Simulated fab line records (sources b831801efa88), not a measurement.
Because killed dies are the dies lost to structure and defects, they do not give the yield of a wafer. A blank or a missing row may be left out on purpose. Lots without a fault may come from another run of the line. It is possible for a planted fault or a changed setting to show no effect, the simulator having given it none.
Matching of chambers	flow sky130	SKY_SONOS_ONO_ETCH_15 on rie-diel-04 has 4 sister chambers
The step etches the open film in CHF3/O2, target depth 19.52 nm, time 7.8 s. 16 wafers are shown with their chamber, then 8 later ones without.

== EACH WAFER AND ITS CHAMBER ==
wafer	chamber	oes-product-au (a.u.)	throttle-valve-pct (%)	O2_flow_sccm (sccm)
L215.1	1	1.000	8.824	5.019
L215.4	3	0.990	8.809	4.981
L215.5	3	0.980	8.821	5.008
L216.2	1	0.994	8.807	4.999
L216.5	1	1.010	8.824	4.993
L216.6	0	1.004	8.819	5.022
L218.2	1	1.004	8.821	5.002
L218.5	0	1.015	8.819	5.009
L218.6	3	0.992	8.817	4.992
L219.1	1	0.994	8.824	4.976
L219.3	0	1.005	8.830	4.976
L219.6	0	1.004	8.828	4.981
L222.3	2	0.997	8.827	5.000
L222.4	2	0.997	8.824	5.009
L222.5	3	1.004	8.826	4.979
L230.1	0	1.004	8.838	4.994

SIGNATURES, as means of the wafers listed above
reading	chamber 0	chamber 1	chamber 2	chamber 3	scatter within a chamber
oes-product-au	1.00640	1.00040	0.99700	0.99150	0.0069
throttle-valve-pct	8.82680	8.82000	8.82550	8.81825	0.00728
O2_flow_sccm	4.99640	4.99780	5.00450	4.99000	0.0158
Rule: for each reading, subtract the chamber's mean from the wafer's reading, divide by that reading's scatter and square the result; add these up over the readings and take the root, which gives the wafer's distance from the chamber. The wafer belongs to the nearest chamber; if the next one is less than 2 further off, it can't be placed. How the scatter is found: for the shown wafers, subtract from each reading the mean of its chamber, square and add these, divide the total by (wafers less chambers), then take the root.

== WAFERS WHOSE CHAMBER IS MISSING ==
wafer	oes-product-au (a.u.)	throttle-valve-pct (%)	O2_flow_sccm (sccm)
L230.4	0.995	8.828	4.994
L230.5	1.003	8.830	4.993
L233.2	1.002	8.813	5.024
L233.3	0.999	8.813	4.994
L233.6	1.005	8.831	4.990
L235.1	1.003	8.826	4.995
L235.4	0.997	8.824	5.009
L235.5	1.016	8.831	5.000

== THE CHAMBER EACH PASSED THROUGH ==
wafer	from the rows above	in truth
L230.4	can't be placed: 2 or 1 or 3 or 0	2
L230.5	can't be placed: 0 or 2 or 1 or 3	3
L233.2	can't be placed: 1 or 2 or 0 or 3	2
L233.3	can't be placed: 1 or 3 or 2 or 0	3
L233.6	can't be placed: 0 or 2 or 1 or 3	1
L235.1	can't be placed: 0 or 1 or 2 or 3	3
L235.4	can't be placed: 2 or 1 or 0 or 3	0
L235.5	can't be placed: 0 or 1 or 2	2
Correctly placed: 0 of 8. Not placeable from these rows: 8 (in 8, the candidates include the true chamber). Wrongly placed: 0.
